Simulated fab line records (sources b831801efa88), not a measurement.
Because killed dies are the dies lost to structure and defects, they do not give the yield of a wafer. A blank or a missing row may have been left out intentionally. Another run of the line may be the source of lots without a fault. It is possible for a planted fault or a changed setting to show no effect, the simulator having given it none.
Which tool was responsible? | flow gf180mcu | Sampling: 13 lots, 39 wafers, 3 of 602 route steps

== WHAT THE GAUGES READ, wafer by wafer ==
GF_V3_CD_MEAS_14 targets a cd of 260 nm. Usual: cd_nm at 259.8 nm, with a standard deviation of 1.2.
lot  | measured     | on        | cd_nm (nm)        | flag
L314 | day 23 01:35 | cd_sem-01 | 260.6 259.8 259.8 |
L315 | day 23 01:49 | cd_sem-02 | 260.3 260.3 260.5 |
L316 | day 23 14:02 | cd_sem-01 | 259.5 260.8 259.8 |
L319 | day 24 03:18 | cd_sem-01 | 262.3 261.5 261.8 |
L321 | day 24 22:25 | cd_sem-02 | 260.4 260.7 259.8 |
L322 | day 25 10:18 | cd_sem-01 | 258.0 258.5 258.6 |
L323 | day 26 04:01 | cd_sem-01 | 259.2 260.6 259.3 |
L324 | day 26 05:35 | cd_sem-01 | 258.1 257.8 257.7 |
L328 | day 27 09:18 | cd_sem-02 | 259.3 260.3 259.7 |
L330 | day 27 16:52 | cd_sem-02 | 260.6 259.3 258.7 |
L333 | day 28 20:55 | cd_sem-02 | 260.3 259.2 259.0 |
L335 | day 29 07:20 | cd_sem-01 | 259.4 260.8 261.2 |
L337 | day 29 17:56 | cd_sem-01 | 261.7 261.0 261.6 |

== EACH LOT AND THE TOOL THAT RAN IT (in order: tool; ch and the chambers of the sampled wafers; start) ==
lot  | GF_LVPWELL_IMPLANT_09          | GF_V2_CMP_26
L314 | implanter-01 ch 0, day 4 06:17 | cmp-02 ch 1,2, day 21 00:52
L315 | implanter-04 ch 0, day 4 06:27 | cmp-01 ch 0,1,3, day 21 01:39
L316 | implanter-01 ch 0, day 4 13:11 | cmp-01 ch 2,3, day 21 13:28
L319 | implanter-01 ch 0, day 5 01:56 | cmp-02 ch 0,2,3, day 22 03:07
L321 | implanter-04 ch 0, day 5 12:08 | cmp-02 ch 0,1,2, day 22 23:53
L322 | implanter-01 ch 0, day 5 20:22 | cmp-02 ch 0,1, day 23 13:01
L323 | implanter-04 ch 0, day 6 05:54 | cmp-02 ch 0,2,3, day 24 06:53
L324 | implanter-01 ch 0, day 6 07:16 | cmp-02 ch 0,1,2, day 24 09:05
L328 | implanter-04 ch 0, day 7 06:59 | cmp-02 ch 1,3, day 25 13:53
L330 | implanter-04 ch 0, day 7 12:41 | cmp-02 ch 0,1,2, day 25 22:00
L333 | implanter-01 ch 0, day 8 08:02 | cmp-02 ch 0,2, day 27 03:53
L335 | implanter-01 ch 0, day 8 19:04 | cmp-01 ch 0,1,2, day 27 13:03
L337 | implanter-03 ch 0, day 9 06:14 | cmp-01 ch 0,2,3, day 28 00:51
- GF_LVPWELL_IMPLANT_09
- GF_V2_CMP_26: polishes, stops on SiO2, t overpolish 15 s, target thk 0 nm.

== AS READ BY THE TOOLS THEMSELVES (means over the sampled wafers that have a number; for cases with no such wafer, the mark the record gives instead) ==
GF_LVPWELL_IMPLANT_09. Usual: beam_energy_keV at 60.003, with a standard deviation of 0.019.
lot  | tool         | beam_energy_keV | flag
L314 | implanter-01 | 60.017          |
L315 | implanter-04 | 60.014          |
L316 | implanter-01 | 60.011          |
L319 | implanter-01 | 59.981          |
L321 | implanter-04 | 60.001          |
L322 | implanter-01 | 60.035          |
L323 | implanter-04 | 59.991          |
L324 | implanter-01 | 59.981          |
L328 | implanter-04 | 55.432          | OFF
L330 | implanter-04 | 55.438          | OFF
L333 | implanter-01 | 59.998          |
L335 | implanter-01 | 59.983          |
L337 | implanter-03 | 60.005          |

GF_V2_CMP_26. Usual: edge_zone_pressure_frac 1.001, standard deviation 0.0048; head_pressure_psi 3.500 psi, standard deviation 0.0069; motor_current_A 10.5 A, standard deviation 0.6; overpolish_run_s 15.000 s, standard deviation 0.009; time_to_endpoint_s 84.7 s, standard deviation 3.
lot  | tool   | edge_zone_pressure_frac | head_pressure_psi (psi) | motor_current_A (A) | overpolish_run_s (s) | time_to_endpoint_s (s) | flag
L314 | cmp-02 | 1.007                   | 3.500                   | 10.0                | 15.005               | 86.0                   |
L315 | cmp-01 | 1.001                   | 3.505                   | 10.0                | 14.993               | 83.2                   |
L316 | cmp-01 | 1.002                   | 3.503                   | 9.9                 | 15.007               | 84.9                   |
L319 | cmp-02 | 1.002                   | 3.500                   | 10.9                | 15.009               | 82.8                   |
L321 | cmp-02 | 1.001                   | 3.496                   | 10.4                | 15.003               | 84.7                   |
L322 | cmp-02 | 1.002                   | 3.503                   | 11.1                | 15.003               | 87.8                   |
L323 | cmp-02 | 1.004                   | 3.498                   | 10.9                | 14.996               | 83.0                   |
L324 | cmp-02 | 1.001                   | 3.497                   | 10.9                | 15.001               | 80.9                   |
L328 | cmp-02 | 1.000                   | 3.503                   | 11.0                | 15.004               | 86.8                   |
L330 | cmp-02 | 1.005                   | 3.499                   | 10.2                | 14.998               | 84.8                   |
L333 | cmp-02 | 0.999                   | 3.497                   | 10.8                | 15.000               | 84.0                   |
L335 | cmp-01 | 1.001                   | 3.505                   | 10.6                | 14.988               | 80.9                   |
L337 | cmp-01 | 1.001                   | 3.506                   | 10.0                | 15.003               | 88.6                   |

== THE ANSWER, worked out from the rows above alone ==
Rule: take the mean of a lot's wafers that have a number; if it is more than 3 standard deviations from the usual mean, the lot is off. Also off: a lot with no number at a reading for which 4 or more lots have one. The other lots that the step has rows for count as sound. First the gauges in route order, then the tools' own readings, where a lot's mean is used as printed above. At the first step where some lot is off, the reading lying furthest off is the one used; lots without a number count as furthest.
Off, at GF_LVPWELL_IMPLANT_09 on beam_energy_keV: L328, L330.
A tool fits if, at that step or a process step before it, it ran every lot that is off, and no sound lot after the first of them. One fits: GF_LVPWELL_IMPLANT_09 on implanter-04. Its last sound lot is L323 (day 6 05:54), its first lot that is off L328 (day 7 06:59): a fault that began between those two fits.
On the lots that are off, the tool's own readings at GF_LVPWELL_IMPLANT_09 differ by more than 5 times the standard deviation of the sound lots' means, which bears it out; beam_energy_keV reads 55.435 there versus 60.002 on the sound lots.

== WHAT THE SIMULATOR HAD PUT IN ==
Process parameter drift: implanter-04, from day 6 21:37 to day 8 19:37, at GF_LVPWELL_IMPLANT_09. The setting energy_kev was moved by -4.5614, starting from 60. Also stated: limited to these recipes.
Struck lots among those shown: L328, L330. The rule given above showed the same thing.
